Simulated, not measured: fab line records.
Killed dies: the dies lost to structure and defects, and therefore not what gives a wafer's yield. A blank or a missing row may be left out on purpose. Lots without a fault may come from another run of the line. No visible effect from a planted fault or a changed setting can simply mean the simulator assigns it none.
Which tool is to blame? / flow gf180mcu / 7 lots, 21 wafers sampled, at 1 step of a route of 602

== WHAT EACH GAUGE READ, for each wafer ==
GF_M2_RS_MEAS_05: measurement is done with a four-point probe.
lot=L182; measured=day 18 19:02; on=film metro-02; M2_ALCU_RS (ohm/sq)=0.0680 0.0685 0.0693
lot=L186; measured=day 20 09:25; on=film metro-02; M2_ALCU_RS (ohm/sq)=0.0680 0.0692 0.0683
lot=L188; measured=day 21 05:01; on=film metro-02; M2_ALCU_RS (ohm/sq)=0.0678 0.0684 0.0686
lot=L194; measured=day 23 13:28; on=film metro-02; M2_ALCU_RS (ohm/sq)=0.0703 0.0702 0.0697
lot=L197; measured=day 24 08:44; on=film metro-02; M2_ALCU_RS (ohm/sq)=0.0720 0.0700 0.0712
lot=L200; measured=day 25 12:17; on=film metro-01; M2_ALCU_RS (ohm/sq)=0.0699 0.0692 0.0700
lot=L203; measured=day 26 11:35; on=film metro-04; M2_ALCU_RS (ohm/sq)=0.0695 0.0684 0.0692

== EACH LOT AND THE TOOL THAT RAN IT (in order: tool; ch and the chambers of the sampled wafers; start) ==
There is no process step in the record ahead of these readings.

== THE ANSWER, worked out from the rows above alone ==
Rule: the lots themselves supply what counts as usual. Put in order of their means at a reading, lots are off if they are a third of the lots or fewer, leave a main group of 4 or more, and stand apart from it by a gap of 3 or more times the standard deviation of the main group's means; of several such gaps the widest counts. A main group is skipped when, at the precision printed for the reading in the tables above, its means are all equal. A lot without any number at a reading at which 4 lots or more have one is off too. The other lots that the step has rows for count as sound.
No lot is off on any of the readings shown, so nothing can be concluded from this.

== WHAT HAD BEEN PUT IN BY THE SIMULATOR ==
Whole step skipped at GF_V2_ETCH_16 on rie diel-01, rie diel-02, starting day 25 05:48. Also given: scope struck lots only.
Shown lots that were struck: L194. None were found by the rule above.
